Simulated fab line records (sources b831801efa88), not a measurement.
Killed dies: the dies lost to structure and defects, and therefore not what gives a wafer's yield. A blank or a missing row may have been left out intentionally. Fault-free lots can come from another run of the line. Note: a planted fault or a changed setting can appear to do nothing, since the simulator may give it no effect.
fab line records    flow sky130    part 2 of 2: steps 25 to 33 of 33
record lots=5  wafers=15  last_day=49
route steps=708 shown LI_CONTACT@371 LOCAL_INTERCONNECT@387
lots that met no fault: from a run of the same line without faults
start_h: the number of hours between the record's first day and the start of the first shown wafer of the lot    wait_h: time in hours since the lot's previous step    " the same as in the row above    L1.1+2: a row that stands for several wafers    - either no value or no given start    * or withheld: withheld    < > ~ a bound
route shown NAME@n: a module of which the file shows steps, and the number in the route of the first    usual: the fault-free wafers' mean and standard deviation    same: alike in all rows    chamber/n: place in a boat    sites: readings site by site    _std_site: the standard deviation of these    _edge_site: outer sites' mean less inner sites'    radius_mm: for every site, how far away it sits from the centre of the wafer    mask NAME#n: copy n    behind: the tool/chamber that last shaped the wafer    hold: what put the lot on hold/how long, in hours/how the hold closed    device: the transistor (n, p or np) that didn't switch    end of line: the route-end tests of the same wafers    where a step has no rows: the recipe by itself    killed: count of dies lost to structure and defects at first sort (not the wafer's yield)    map: a wafer's dies, x killed, . not, _ none there
set.NAME: the run value of the setting; set.NAME@STEP: its run value at that earlier step    model.NAME: the simulator's own value behind a step, which no gauge read
certain route steps with their lots: each step a table, each wafer a row
services: from which hour (start_h, from the record's first day; less than 0 if before it) a tool's chamber was out of use, for how many hours, and why
## steps
# step SKY_LOCAL_INTERCONNECT_EXPOSE_08
# recipe mask_id=LI1M  na=0.8  source_shape=annular  sigma_inner=0.55  sigma_outer=0.85  target_cd_nm=170  dose_mj=28
# same sigma_outer=0.85
lot.wafer   tool            chamber  start_h  wait_h  mask
L074.4+5+6  krf_scanner-02  0        -        -       LI1M#0
L076.3+5+6  krf_scanner-01  0        -        -       LI1M#0
L079.1+3+5  krf_scanner-02  0        -        -       LI1M#0
L087.1+3+6  krf_scanner-02  0        -        -       LI1M#0
L092.3+5+6  krf_scanner-01  0        -        -       LI1M#0
# step SKY_LOCAL_INTERCONNECT_PEB_09
# recipe peb_temp_c=withheld  peb_time_s=withheld  resist=KrF-thick
# usual exhaust_pa=45.0/1
lot.wafer  tool            chamber  start_h  wait_h  exhaust_pa
L074.4     litho_track-04  0        -        -       44.4
L074.5     "               0        "        "       45.6
L074.6     "               0        "        "       43.5
L076.3     litho_track-01  0        -        -       45.1
L076.5     "               0        "        "       46.1
L076.6     "               0        "        "       45.0
L079.1     litho_track-01  0        -        -       45.7
L079.3     "               0        "        "       45.5
L079.5     "               0        "        "       46.3
L087.1     litho_track-03  0        -        -       45.0
L087.3     "               0        "        "       44.8
L087.6     "               0        "        "       45.1
L092.3     litho_track-03  0        -        -       43.8
L092.5     "               0        "        "       43.4
L092.6     "               0        "        "       45.5
# step SKY_LOCAL_INTERCONNECT_DEVELOP_10
# recipe develop_time_s=60  resist=KrF-thick  dev_temp_c=21
# usual exhaust_pa=44.8/0.84
lot.wafer  tool            chamber  start_h  wait_h  exhaust_pa
L074.4     litho_track-04  0        -        -       44.1
L074.5     "               0        "        "       44.9
L074.6     "               0        "        "       43.5
L076.3     litho_track-01  0        -        -       45.0
L076.5     "               0        "        "       46.1
L076.6     "               0        "        "       44.5
L079.1     litho_track-01  0        -        -       44.3
L079.3     "               0        "        "       43.5
L079.5     "               0        "        "       44.6
L087.1     litho_track-03  0        -        -       44.4
L087.3     "               0        "        "       44.5
L087.6     "               0        "        "       45.3
L092.3     litho_track-03  0        -        -       44.6
L092.5     "               0        "        "       45.8
L092.6     "               0        "        "       44.4
# step SKY_LOCAL_INTERCONNECT_CD_MEAS_11
# recipe target_cd_nm=170
# usual cd_nm=169.8/1.8
lot.wafer  tool       chamber  start_h  wait_h  cd_nm
L074.4     cd_sem-02  -        706.97   -       169.0
L074.5     "          -        "        "       169.4
L074.6     "          -        "        "       168.5
L076.3     cd_sem-02  -        733.91   -       170.3
L076.5     "          -        "        "       171.8
L076.6     "          -        "        "       170.9
L079.1     cd_sem-02  -        755.52   -       172.4
L079.3     "          -        "        "       171.8
L079.5     "          -        "        "       171.9
L087.1     cd_sem-02  -        814.00   -       168.7
L087.3     "          -        "        "       168.9
L087.6     "          -        "        "       170.6
L092.3     cd_sem-02  -        848.29   -       167.1
L092.5     "          -        "        "       168.9
L092.6     "          -        "        "       169.0
# step SKY_LOCAL_INTERCONNECT_OVL_MEAS_12
# usual LOCAL_INTERCONNECT_OVL=4/6
lot.wafer  tool        chamber  start_h  wait_h  LOCAL_INTERCONNECT_OVL[nm]
L074.4     overlay-01  -        707.05   0.1     6
L074.5     "           -        "        "       16
L074.6     "           -        "        "       3
L076.3     overlay-01  -        734.00   0.1     3
L076.5     "           -        "        "       4
L076.6     "           -        "        "       8
L079.1     overlay-02  -        755.64   0.1     -2
L079.3     "           -        "        "       8
L079.5     "           -        "        "       0
L087.1     overlay-02  -        814.12   0.1     8
L087.3     "           -        "        "       13
L087.6     "           -        "        "       1
L092.3     overlay-02  -        848.39   0.1     2
L092.5     "           -        "        "       5
L092.6     "           -        "        "       1
# step SKY_LOCAL_INTERCONNECT_ETCH_13
# recipe chemistry=N2/H2  target=BARC  ion_energy_ev=200  bias_w=100  pressure_mtorr=30  n2_flow_sccm=100  h2_flow_sccm=200  icp_w=515.1  stop_on=SiO2  time_s=45.9  target_depth_a=600
# usual drypump_motor_current_A=5.5/0.37  he_backside_leak_sccm=3.34/0.21  oes_product_au=0.854/0.005  throttle_valve_pct=13.224/0.0086
# same time_s=45.9
lot.wafer  tool          chamber  start_h  wait_h  drypump_motor_current_A  he_backside_leak_sccm  oes_product_au  rf_hours_counter_h  throttle_valve_pct
L074.4     rie_metal-03  1        707.09   0.0     6.0                      3.38                   0.869           -                   13.223
L074.5     "             0        "        "       5.2                      3.12                   0.853           -                   13.220
L074.6     "             1        "        "       6.0                      3.43                   0.855           -                   13.227
L076.3     rie_metal-03  0        734.05   0.0     5.2                      3.37                   0.850           -                   13.236
L076.5     "             1        "        "       6.0                      3.55                   0.856           -                   13.212
L076.6     "             0        "        "       5.2                      3.30                   0.850           -                   13.239
L079.1     rie_metal-03  0        755.68   0.0     5.1                      3.31                   0.857           5                   13.237
L079.3     "             0        "        "       5.1                      3.49                   0.862           -                   13.211
L079.5     "             1        "        "       6.0                      3.08                   0.853           -                   13.244
L087.1     rie_metal-03  0        814.16   0.0     5.2                      3.21                   0.852           7                   13.233
L087.3     "             1        "        "       6.0                      3.17                   0.857           -                   13.236
L087.6     "             1        "        "       6.0                      3.18                   0.858           -                   13.209
L092.3     rie_metal-01  1        848.43   0.0     5.2                      3.08                   0.852           -                   13.217
L092.5     "             0        "        "       5.4                      3.64                   0.844           -                   13.212
L092.6     "             1        "        "       5.2                      2.85                   0.853           -                   13.224
# step SKY_LOCAL_INTERCONNECT_METAL_ETCH_14
# recipe target_depth_nm=110  stop_on=PSG  chemistry=Cl2/BCl3  target=TiN  resist_sidewall_deg=88  pressure_mtorr=10  icp_w=900  bias_w=48.5  Cl2_flow_sccm=60  bcl3_flow_sccm=30  time_s=31.4
# usual drypump_motor_current_A=5.4/0.36  he_backside_leak_sccm=3.37/0.27  oes_product_au=0.941/0.0086  throttle_valve_pct=21.902/0.0098
# same time_s=31.4
lot.wafer  tool          chamber  start_h  wait_h  drypump_motor_current_A  he_backside_leak_sccm  oes_product_au  rf_hours_counter_h  throttle_valve_pct
L074.4     rie_metal-03  1        707.15   0.0     6.0                      3.37                   0.928           -                   21.905
L074.5     "             0        "        "       5.2                      3.36                   0.931           -                   21.909
L074.6     "             1        "        "       6.0                      2.98                   0.942           -                   21.897
L076.3     rie_metal-03  0        734.11   0.0     5.1                      3.32                   0.935           -                   21.898
L076.5     "             1        "        "       6.0                      3.14                   0.942           -                   21.916
L076.6     "             0        "        "       5.1                      3.42                   0.938           -                   21.909
L079.1     rie_metal-03  0        755.74   0.0     5.1                      3.50                   0.946           5                   21.897
L079.3     "             0        "        "       5.2                      3.43                   0.949           -                   21.910
L079.5     "             1        "        "       6.0                      3.27                   0.944           -                   21.895
L087.1     rie_metal-03  0        814.22   0.0     5.2                      3.24                   0.948           7                   21.908
L087.3     "             1        "        "       6.0                      3.25                   0.943           -                   21.908
L087.6     "             1        "        "       6.0                      3.34                   0.945           -                   21.925
L092.3     rie_metal-01  1        848.49   0.0     5.3                      3.22                   0.945           -                   21.897
L092.5     "             0        "        "       5.4                      3.63                   0.951           -                   21.899
L092.6     "             1        "        "       5.2                      3.20                   0.957           -                   21.882
# step SKY_LOCAL_INTERCONNECT_STRIP_15
# recipe chemistry=O2/N2  power_w=1400  pressure_mtorr=1500  platen_temp_c=withheld  o2_flow_sccm=3000  n2_flow_sccm=300  overash_fraction=0.5
# usual drypump_motor_current_A=5.6/0.47  oes_product_au=0.426/0.0045  strip_time_to_endpoint_s=4.713/0.024
# same overash_fraction=0.5
lot.wafer  tool             chamber  start_h  wait_h  drypump_motor_current_A  oes_product_au  rf_hours_counter_h  strip_time_to_endpoint_s
L074.4     plasma_asher-02  1        707.22   0.1     6.0                      0.431           -                   4.722
L074.5     "                1        "        "       6.0                      0.430           -                   4.703
L074.6     "                0        "        "       5.4                      0.421           -                   4.711
L076.3     plasma_asher-03  0        734.17   0.1     5.6                      0.425           -                   4.730
L076.5     "                1        "        "       5.2                      0.428           -                   4.737
L076.6     "                0        "        "       5.6                      0.420           -                   4.729
L079.1     plasma_asher-03  1        755.79   0.0     5.2                      0.425           33                  4.742
L079.3     "                1        "        "       5.2                      0.426           -                   4.757
L079.5     "                1        "        "       5.1                      0.427           -                   4.750
L087.1     plasma_asher-02  0        814.27   0.0     5.4                      0.427           7                   4.739
L087.3     "                1        "        "       6.1                      0.418           -                   4.706
L087.6     "                1        "        "       6.0                      0.426           -                   4.716
L092.3     plasma_asher-01  0        848.56   0.1     5.3                      0.424           -                   4.668
L092.5     "                1        "        "       6.5                      0.430           -                   4.671
L092.6     "                0        "        "       5.3                      0.422           -                   4.677
# step SKY_LOCAL_INTERCONNECT_STRIP_16
# recipe chemistry=post_etch_residue_remover  time_s=1200  temp_c=72.5
# same time_s=1200
lot.wafer   tool          chamber  start_h  wait_h
L074.4+5+6  wet_bench-02  3        707.28   0.0
L076.3+5+6  wet_bench-03  0        734.24   0.0
L079.1+3+5  wet_bench-02  2        755.89   0.1
L087.1+3+6  wet_bench-02  1        814.37   0.1
L092.3+5+6  wet_bench-03  2        848.63   0.0
## services
tool             chamber  start_h  hours  kind
krf_scanner-01   -        642.58   0.5    repair
krf_scanner-01   -        645.33   0.8    pm
cmp-02           -        686.91   2.5    repair
krf_scanner-02   -        694.06   1.5    repair
krf_scanner-02   -        716.69   0.3    repair
rie_metal-03     -        720.92   0.2    repair
rie_diel-01      1        722.44   5.1    repair
pvd_sputter-02   -        726.70   21.0   repair
plasma_asher-02  -        733.75   9.0    pm
cmp-02           -        744.00   4.0    pm
krf_scanner-01   -        749.95   1.3    pm
cvd_w-02         -        753.15   2.8    pm
krf_scanner-01   -        761.41   1.0    pm
krf_scanner-02   -        763.56   0.8    pm
wet_bench-03     -        764.46   1.5    repair
krf_scanner-02   -        780.54   1.3    pm
rie_metal-03     -        783.10   0.2    repair
krf_scanner-02   -        795.19   1.0    pm
rie_diel-01      -        809.34   2.8    pm
krf_scanner-01   -        814.13   0.8    pm
rie_metal-03     1        817.14   2.1    repair
rie_diel-01      3        818.62   7.5    repair
wet_bench-02     -        820.43   0.7    repair
rie_metal-03     -        843.10   1.4    pm
